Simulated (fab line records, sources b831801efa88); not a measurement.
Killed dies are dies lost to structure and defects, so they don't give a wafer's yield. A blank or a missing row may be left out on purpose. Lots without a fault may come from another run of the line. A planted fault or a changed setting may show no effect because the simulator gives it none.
A struck lot beside a sound one | flow gf180mcu | 14 steps out of a route of 602
Sound: wafers L545.1, L545.2, L545.3. Struck: wafers L531.2, L531.3, L531.5. The cause comes at the end.
At each step with rows: each side's tool, then ch and its chambers, then its first start. Under that, the readings that differ: sound wafers | struck wafers | difference of the means | sigmas: that difference in standard deviations of wafers without a fault.
alike: readings whose means differ by less than 2 such deviations, and words and numbers that are the same on both sides. not compared: withheld readings, readings that some wafer has no value for, bounds like >300 that may hide the same value, and numbers for which the record gives no deviation and whose values overlap.
The two part at a step that has a row with sigmas, a row that says differs or no value, or rows on one side only. Numbers that don't overlap but have no deviation are shown without sigmas and don't part them. A reading that every wafer of one side lacks parts them only if that side has two wafers or more.

first, 2 steps without rows for these wafers: GF_M2_SOFTBAKE_10 (time 60 s); GF_M2_EXPOSE_11 (exposes mask Metal2, target cd 280 nm).
GF_M2_PEB_12: peb time 94.28 s.
  sound on litho_track-02 ch 0; struck on litho_track-02 ch 0
  alike: plate_sensor_t_centre_C, plate_sensor_t_edge_C
then, 1 step without rows for these wafers: GF_M2_DEVELOP_13 (develop time 60 s).
GF_M2_CD_MEAS_14: target cd 280 nm.
  sound on cd_sem-02, day 25 23:20; struck on cd_sem-01, day 21 08:36
  alike: cd_nm
GF_M2_OVL_MEAS_15:
  sound on overlay-01, day 25 23:27; struck on overlay-02, day 21 08:42
  alike: M2_OVL
GF_M2_METAL_ETCH_16: etches the open film in Cl2/BCl3, stops on SiO2, target depth 750.8 nm, time 125.1 s.
  sound on rie_metal-04 ch 0,1, day 25 23:29; struck on rie_metal-01 ch 1, day 21 08:47
  alike: chamber_pressure_mTorr, drypump_motor_current_A, mfc_cl2_sccm, oes_product_au, throttle_valve_pct
  not compared: rf_hours_counter_h
GF_M2_STRIP_17: strips in O2/N2.
  sound on plasma_asher-01 ch 0,1, day 25 23:37; struck on plasma_asher-01 ch 0,1, day 21 08:59
  alike: chamber_pressure_mTorr, drypump_motor_current_A, heater_power_w, oes_product_au, strip_time_to_endpoint_s
  not compared: rf_hours_counter_h
then, 3 steps without rows for these wafers: GF_M2_STRIP_18 (strips in post etch residue remover, time 1200 s); GF_M2_CLEAN_19 (cleans in DIW); GF_V2_CVD_00 (deposits SiO2, target thk 600 nm, time 100 s).
GF_V2_THK_MEAS_01:
  sound on film_metro-01, day 26 00:19; struck on film_metro-04, day 21 09:37
  alike: V2_CVD_00_THK
GF_V2_CVD_02: deposits SiO2 from TEOS, target thk 850 nm, time 94.851 s.
  sound on pecvd-03 ch 0,1,2, day 26 00:22; struck on pecvd-03 ch 0,1, day 21 09:40
  no value came back on the struck wafers for heater_power_outer_w (W), heater_power_w (W), since_wet_clean_h (h), susceptor_temp_C (C); on the sound wafers heater_power_outer_w (W) reads 451 475 455
GF_PASSIVATION_PROBE_99:
  the record has rows for the sound wafers here (prober-01, day 34 05:10) and none for the struck ones

WHERE THEY PART
First at GF_V2_CVD_02; last, within this record, at GF_PASSIVATION_PROBE_99.

WHY: what the simulator had put in
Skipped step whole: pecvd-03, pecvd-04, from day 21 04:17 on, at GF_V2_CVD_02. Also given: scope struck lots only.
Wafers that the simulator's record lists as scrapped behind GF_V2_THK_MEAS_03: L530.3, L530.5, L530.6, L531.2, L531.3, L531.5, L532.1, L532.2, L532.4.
